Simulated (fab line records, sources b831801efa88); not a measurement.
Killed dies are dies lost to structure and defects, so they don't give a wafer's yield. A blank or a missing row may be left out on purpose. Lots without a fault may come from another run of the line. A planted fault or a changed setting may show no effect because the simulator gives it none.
Which tool did it? | flow sky130 | 6 lots, 18 wafers sampled, at 3 steps of a route of 708

WHAT THE GAUGES READ, wafer by wafer
SKY_VT_ADJUST_HVTP_TW_MEAS_11.
lot  | measured     | on            | VT_ADJUST_HVTP_TW
L902 | day 7 05:46  | film_metro-03 | 1355 1349 1341
L904 | day 7 19:08  | film_metro-03 | 1342 1348 1340
L906 | day 8 05:46  | film_metro-03 | 1350 1357 1345
L909 | day 8 22:23  | film_metro-03 | 1347 1341 1343
L918 | day 11 21:15 | film_metro-01 | 1351 1359 1357
L920 | day 12 03:18 | film_metro-02 | 1353 1346 1362

WHICH TOOL RAN EACH LOT (tool, then ch and the chambers of the sampled wafers, then the start)
lot  | SKY_NWELL_STRIP_25                   | SKY_VT_ADJUST_HVTP_STRIP_10
L902 | plasma_asher-01 ch 0,1, day 6 10:58  | plasma_asher-04 ch 0,1, day 7 05:40
L904 | plasma_asher-03 ch 0,1, day 6 22:47  | plasma_asher-04 ch 0,1, day 7 19:04
L906 | plasma_asher-03 ch 0,1, day 7 08:27  | plasma_asher-01 ch 0,1, day 8 05:40
L909 | plasma_asher-02 ch 0,1, day 8 00:52  | plasma_asher-04 ch 0,1, day 8 22:16
L918 | plasma_asher-01 ch 0,1, day 10 21:24 | plasma_asher-02 ch 0,1, day 11 21:08
L920 | plasma_asher-02 ch 0,1, day 11 03:07 | plasma_asher-04 ch 0,1, day 12 03:11
- SKY_NWELL_STRIP_25: strips in O2/N2.
- SKY_VT_ADJUST_HVTP_STRIP_10: strips in O2/N2.

THE ANSWER, worked out from the rows above alone
Rule: what is usual is taken from the lots themselves. Put in order of their means at a reading, lots are off if they are a third of the lots or fewer, leave a main group of 4 or more, and stand apart from it by a gap of 3 or more times the standard deviation of the main group's means; of several such gaps the widest counts. A main group whose means are all the same, to the digits that the tables above print for the reading, isn't used. A lot without any number at a reading at which 4 lots or more have one is off too. The other lots that the step has rows for count as sound.
No lot is off at any reading shown: from this, nothing can be told.

WHAT THE SIMULATOR HAD PUT IN
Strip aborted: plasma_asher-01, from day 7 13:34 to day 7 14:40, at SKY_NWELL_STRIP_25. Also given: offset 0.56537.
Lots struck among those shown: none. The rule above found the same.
